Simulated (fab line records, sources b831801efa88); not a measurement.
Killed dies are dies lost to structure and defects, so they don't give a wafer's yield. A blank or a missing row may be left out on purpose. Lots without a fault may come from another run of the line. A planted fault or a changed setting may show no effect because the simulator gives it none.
Tool commonality check | flow gf180mcu | 14 lots, 51 wafers sampled

WHY IT WAS OPENED
At GF_HV_LDD_TW_MEAS_50 the reading HV_LDD_4_TW is flagged on 3 of 14 lots. Wafers without a fault read 566, standard deviation 6.9.
Rule: a lot is flagged when every wafer of it that has a number lies more than 4 standard deviations from that mean, or none has a number. The other lots count as sound.

lot  | measured     | on            | HV_LDD_4_TW, wafer by wafer | flag
L805 | day 12 06:24 | film_metro-01 | 574 573 574                 |
L806 | day 12 15:33 | film_metro-04 | 558 559 561                 |
L807 | day 12 22:20 | film_metro-03 | 559 560 559                 |
L810 | day 14 00:02 | film_metro-04 | 570 566 563                 |
L811 | day 14 08:02 | film_metro-01 | 574 575 575                 |
L812 | day 14 17:07 | film_metro-01 | 578 577 576                 |
L813 | day 15 01:34 | film_metro-03 | 559 561 561                 |
L814 | day 15 13:02 | film_metro-03 | 559 560 557                 |
L817 | day 16 11:59 | film_metro-04 | 701 701 700 702 699 701     | FLAGGED
L818 | day 16 18:08 | film_metro-01 | 575 575 578                 |
L823 | day 18 09:51 | film_metro-04 | 701 704 707 705 713 707     | FLAGGED
L825 | day 19 04:56 | film_metro-01 | 575 578 578                 |
L826 | day 19 12:29 | film_metro-04 | 570 570 570                 |
L828 | day 20 00:25 | film_metro-03 | 699 700 700 697 702 699     | FLAGGED
The numbers of the flagged lots are 702 on average: +136 against the usual, or +20 standard deviations.

WHICH TOOL RAN EACH LOT
The record holds 1 process step before the reading, out of a route of 602 steps. In each cell: the tool, then ch and the chambers that the sampled wafers went through, then the start.
lot  | flag    | GF_HV_LDD_IMPLANT_48
L805 |         | implanter-04 ch 0, day 12 06:09
L806 |         | implanter-04 ch 0, day 12 15:18
L807 |         | implanter-04 ch 0, day 12 22:05
L810 |         | implanter-04 ch 0, day 13 23:49
L811 |         | implanter-01 ch 0, day 14 07:47
L812 |         | implanter-04 ch 0, day 14 16:52
L813 |         | implanter-04 ch 0, day 15 01:22
L814 |         | implanter-01 ch 0, day 15 12:49
L817 | FLAGGED | implanter-03 ch 0, day 16 11:17
L818 |         | implanter-04 ch 0, day 16 17:53
L823 | FLAGGED | implanter-01 ch 0, day 18 09:16
L825 |         | implanter-04 ch 0, day 19 04:43
L826 |         | implanter-04 ch 0, day 19 12:14
L828 | FLAGGED | implanter-03 ch 0, day 19 23:50
What these steps do:
- GF_HV_LDD_IMPLANT_48
- GF_HV_LDD_TW_MEAS_50

FLAGGED OVER TOTAL, TOOL BY TOOL (the gauges that took the reading come last)
step                 | tool          | lots run | flagged | share of the flagged lots | sound lots run after its first flagged lot
GF_HV_LDD_IMPLANT_48 | implanter-01  | 3        | 1       | some                      | 0
GF_HV_LDD_IMPLANT_48 | implanter-03  | 2        | 2       | some                      | 0
GF_HV_LDD_IMPLANT_48 | implanter-04  | 9        | 0       | none                      | -
GF_HV_LDD_TW_MEAS_50 | film_metro-01 | 5        | 0       | none                      | -
GF_HV_LDD_TW_MEAS_50 | film_metro-03 | 4        | 1       | some                      | 0
GF_HV_LDD_TW_MEAS_50 | film_metro-04 | 5        | 2       | some                      | 1 (L826)

WHAT THE TABLE ALLOWS
No row of the table ran every flagged lot.

WHAT THE SIMULATOR HAD PUT IN
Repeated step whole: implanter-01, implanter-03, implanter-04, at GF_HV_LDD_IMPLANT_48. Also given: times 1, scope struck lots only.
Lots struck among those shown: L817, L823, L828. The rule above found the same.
